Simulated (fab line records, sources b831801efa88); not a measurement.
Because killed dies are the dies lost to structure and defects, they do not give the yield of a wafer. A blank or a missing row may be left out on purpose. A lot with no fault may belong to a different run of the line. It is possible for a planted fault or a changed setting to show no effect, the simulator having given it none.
What tool caused it? + flow sky130 + Sampling: 12 lots, 33 wafers, 6 of 708 route steps

WHAT THE GAUGES READ, wafer by wafer
SKY_LDD_P_TW_MEAS_11.
| lot  | measured     | on            | LDD_P_TW          |
|------|--------------|---------------|-------------------|
| L841 | day 19 01:26 | film metro-01 | 630.5 629.5 629.5 |
| L842 | day 19 08:35 | film metro-02 | 629.9 631.0 630.3 |
| L844 | day 20 20:17 | film metro-03 | 635.4 637.0 631.8 |
| L846 | day 21 00:56 | film metro-02 | 628.3 626.4 628.4 |
| L847 | day 21 06:58 | film metro-01 | 632.2 631.2       |
| L849 | day 21 22:41 | film metro-03 | 630.6 631.9       |
| L850 | day 22 11:02 | film metro-01 | 631.3 630.9       |
| L856 | day 24 20:01 | film metro-02 | 631.2 629.4 629.4 |
| L858 | day 25 12:13 | film metro-03 | 634.7 631.8 636.9 |
| L859 | day 26 01:02 | film metro-02 | 631.7 630.1 631.0 |
| L860 | day 26 03:43 | film metro-03 | 630.6 634.6 634.7 |
| L862 | day 26 19:14 | film metro-03 | 633.8 634.1 633.4 |

SKY_LOCAL_INTERCONNECT_RS_MEAS_01: measurement is done with a four-point probe.
| lot  | measured     | on            | LOCAL_INTERCONNECT_TIN_RS (ohm/sq) |
|------|--------------|---------------|------------------------------------|
| L841 | day 29 05:35 | film metro-04 | 14.32 14.32 14.30                  |
| L842 | day 29 12:11 | film metro-03 | 14.18 14.19 14.18                  |
| L844 | day 30 19:25 | film metro-03 | 14.27 14.36 14.20                  |
| L846 | day 30 23:01 | film metro-02 | 14.32 14.36 14.21                  |
| L847 | day 31 06:01 | film metro-04 | 14.23 13.66                        |
| L849 | day 31 19:07 | film metro-03 | 14.18 13.75                        |
| L850 | day 32 07:53 | film metro-03 | 14.37 13.80                        |
| L856 | day 34 07:32 | film metro-03 | 14.06 14.19 14.05                  |
| L858 | day 34 21:39 | film metro-02 | 14.06 14.34 14.16                  |
| L859 | day 35 12:20 | film metro-04 | 14.28 14.16 14.39                  |
| L860 | day 35 17:12 | film metro-03 | 14.25 14.11 14.20                  |
| L862 | day 36 03:58 | film metro-04 | 14.28 14.19 14.19                  |

SKY_LOCAL_INTERCONNECT_THK_MEAS_02: measures by xrf.
| lot  | measured     | on            | LOCAL_INTERCONNECT_TIN_THK (nm) |
|------|--------------|---------------|---------------------------------|
| L841 | day 29 05:43 | film metro-04 | 98.3 98.6 98.1                  |
| L842 | day 29 12:17 | film metro-03 | 101.0 100.9 101.2               |
| L844 | day 30 19:31 | film metro-03 | 100.3 99.5 100.4                |
| L846 | day 30 23:08 | film metro-02 | 98.9 98.9 100.1                 |
| L847 | day 31 06:08 | film metro-04 | 100.0 103.8                     |
| L849 | day 31 19:14 | film metro-03 | 100.7 103.5                     |
| L850 | day 32 07:59 | film metro-03 | 99.5 104.1                      |
| L856 | day 34 07:40 | film metro-03 | 101.5 100.9 101.5               |
| L858 | day 34 21:46 | film metro-02 | 100.1 97.9 99.4                 |
| L859 | day 35 12:26 | film metro-04 | 98.0 98.4 97.9                  |
| L860 | day 35 17:19 | film metro-03 | 99.9 101.0 100.9                |
| L862 | day 36 04:04 | film metro-04 | 99.0 98.9 99.6                  |

TOOL THAT RAN EACH LOT (tool first, then ch and the chambers of the sampled wafers, then the start)
| lot  | SKY_GATE_OXIDE_STRIP_13              | SKY_LI_CONTACT_STRIP_16              | SKY_LOCAL_INTERCONNECT_SPUTTER_00 |
|------|--------------------------------------|--------------------------------------|-----------------------------------|
| L841 | plasma asher-01 ch 0,1, day 13 22:55 | plasma asher-03 ch 0, day 29 04:29   | pvd sputter-03, day 29 05:32      |
| L842 | plasma asher-01 ch 1, day 14 04:10   | plasma asher-01 ch 0,1, day 29 11:04 | pvd sputter-04, day 29 12:05      |
| L844 | plasma asher-02 ch 0,1, day 15 04:35 | plasma asher-02 ch 0,1, day 30 18:17 | pvd sputter-03, day 30 19:19      |
| L846 | plasma asher-03 ch 0,1, day 15 15:51 | plasma asher-03 ch 0,1, day 30 21:53 | pvd sputter-03, day 30 22:57      |
| L847 | plasma asher-02 ch 1, day 15 22:34   | plasma asher-02 ch 0,1, day 31 04:53 | pvd sputter-03, day 31 05:57      |
| L849 | plasma asher-01 ch 0,1, day 16 12:12 | plasma asher-02 ch 0, day 31 18:01   | pvd sputter-03, day 31 19:02      |
| L850 | plasma asher-01 ch 0, day 17 00:03   | plasma asher-03 ch 0,1, day 32 06:46 | pvd sputter-03, day 32 07:47      |
| L856 | plasma asher-02 ch 0,1, day 19 10:46 | plasma asher-01 ch 0,1, day 34 06:25 | pvd sputter-04, day 34 07:29      |
| L858 | plasma asher-03 ch 0,1, day 20 04:01 | plasma asher-02 ch 0,1, day 34 20:33 | pvd sputter-03, day 34 21:35      |
| L859 | plasma asher-03 ch 0,1, day 20 18:07 | plasma asher-01 ch 0,1, day 35 11:12 | pvd sputter-03, day 35 12:15      |
| L860 | plasma asher-01 ch 0,1, day 20 18:25 | plasma asher-03 ch 0,1, day 35 16:06 | pvd sputter-03, day 35 17:08      |
| L862 | plasma asher-03 ch 0,1, day 21 11:45 | plasma asher-03 ch 0,1, day 36 02:35 | pvd sputter-02, day 36 03:52      |
- SKY_GATE_OXIDE_STRIP_13: strips in O2/N2.
- SKY_LI_CONTACT_STRIP_16: strips in O2/N2.
- SKY_LOCAL_INTERCONNECT_SPUTTER_00: material TiN, target thk 100 nm, time 83.3 s.

AS READ BY THE TOOLS THEMSELVES (means over the sampled wafers that have a number; for cases with no such wafer, the mark the record gives instead)
SKY_GATE_OXIDE_STRIP_13.
| lot  | tool            | drypump motor current A (A) | oes product au (a.u.) | strip time to endpoint s (s) |
|------|-----------------|-----------------------------|-----------------------|------------------------------|
| L841 | plasma asher-01 | 5.6                         | 0.717                 | 14.19                        |
| L842 | plasma asher-01 | 5.8                         | 0.714                 | 14.13                        |
| L844 | plasma asher-02 | 5.5                         | 0.719                 | 14.20                        |
| L846 | plasma asher-03 | 5.0                         | 0.714                 | 14.15                        |
| L847 | plasma asher-02 | 5.2                         | 0.718                 | 14.13                        |
| L849 | plasma asher-01 | 5.7                         | 0.714                 | 14.16                        |
| L850 | plasma asher-01 | 5.5                         | 0.712                 | 14.25                        |
| L856 | plasma asher-02 | 5.5                         | 0.717                 | 14.17                        |
| L858 | plasma asher-03 | 5.1                         | 0.712                 | 14.18                        |
| L859 | plasma asher-03 | 5.0                         | 0.717                 | 14.18                        |
| L860 | plasma asher-01 | 5.6                         | 0.715                 | 14.20                        |
| L862 | plasma asher-03 | 5.0                         | 0.711                 | 14.24                        |

SKY_LI_CONTACT_STRIP_16.
| lot  | tool            | drypump motor current A (A) | oes product au (a.u.) | strip time to endpoint s (s) |
|------|-----------------|-----------------------------|-----------------------|------------------------------|
| L841 | plasma asher-03 | 5.1                         | 0.376                 | 3.50                         |
| L842 | plasma asher-01 | 5.5                         | 0.370                 | 3.48                         |
| L844 | plasma asher-02 | 5.9                         | 0.372                 | 3.47                         |
| L846 | plasma asher-03 | 5.1                         | 0.377                 | 3.48                         |
| L847 | plasma asher-02 | 5.8                         | 0.378                 | 3.52                         |
| L849 | plasma asher-02 | 6.2                         | 0.378                 | 3.51                         |
| L850 | plasma asher-03 | 5.0                         | 0.376                 | 3.48                         |
| L856 | plasma asher-01 | 5.7                         | 0.377                 | 3.51                         |
| L858 | plasma asher-02 | 5.6                         | 0.374                 | 3.50                         |
| L859 | plasma asher-01 | 5.6                         | 0.377                 | 3.54                         |
| L860 | plasma asher-03 | 5.0                         | 0.378                 | 3.51                         |
| L862 | plasma asher-03 | 5.0                         | 0.372                 | 3.52                         |

SKY_LOCAL_INTERCONNECT_SPUTTER_00.
| lot  | tool           | throttle valve pct (%) |
|------|----------------|------------------------|
| L841 | pvd sputter-03 | 30.4                   |
| L842 | pvd sputter-04 | 29.8                   |
| L844 | pvd sputter-03 | 29.5                   |
| L846 | pvd sputter-03 | 29.1                   |
| L847 | pvd sputter-03 | 29.5                   |
| L849 | pvd sputter-03 | 30.0                   |
| L850 | pvd sputter-03 | 30.1                   |
| L856 | pvd sputter-04 | 30.5                   |
| L858 | pvd sputter-03 | 30.1                   |
| L859 | pvd sputter-03 | 29.9                   |
| L860 | pvd sputter-03 | 30.0                   |
| L862 | pvd sputter-02 | 29.4                   |

THE ANSWER, worked out from the rows above alone
Rule: what is usual is taken from the lots themselves. Put in order of their means at a reading, lots are off if they are a third of the lots or fewer, leave a main group of 4 or more, and stand apart from it by a gap of 3 or more times the standard deviation of the main group's means; of several such gaps the widest counts. A main group is skipped when, at the precision printed for the reading in the tables above, its means are all equal. Also off: a lot with no number at a reading for which 4 or more lots have one. All remaining lots with rows at the step are treated as sound. After the gauges, taken in route order, come the tools' own readings; for these a lot's mean is taken, as printed above. The first step at which some lot is off is used, and at that step the reading that is off furthest; a lot without a number counts as furthest.
None of the lots is off at any reading shown; this tells nothing.

WHAT THE SIMULATOR PUT IN
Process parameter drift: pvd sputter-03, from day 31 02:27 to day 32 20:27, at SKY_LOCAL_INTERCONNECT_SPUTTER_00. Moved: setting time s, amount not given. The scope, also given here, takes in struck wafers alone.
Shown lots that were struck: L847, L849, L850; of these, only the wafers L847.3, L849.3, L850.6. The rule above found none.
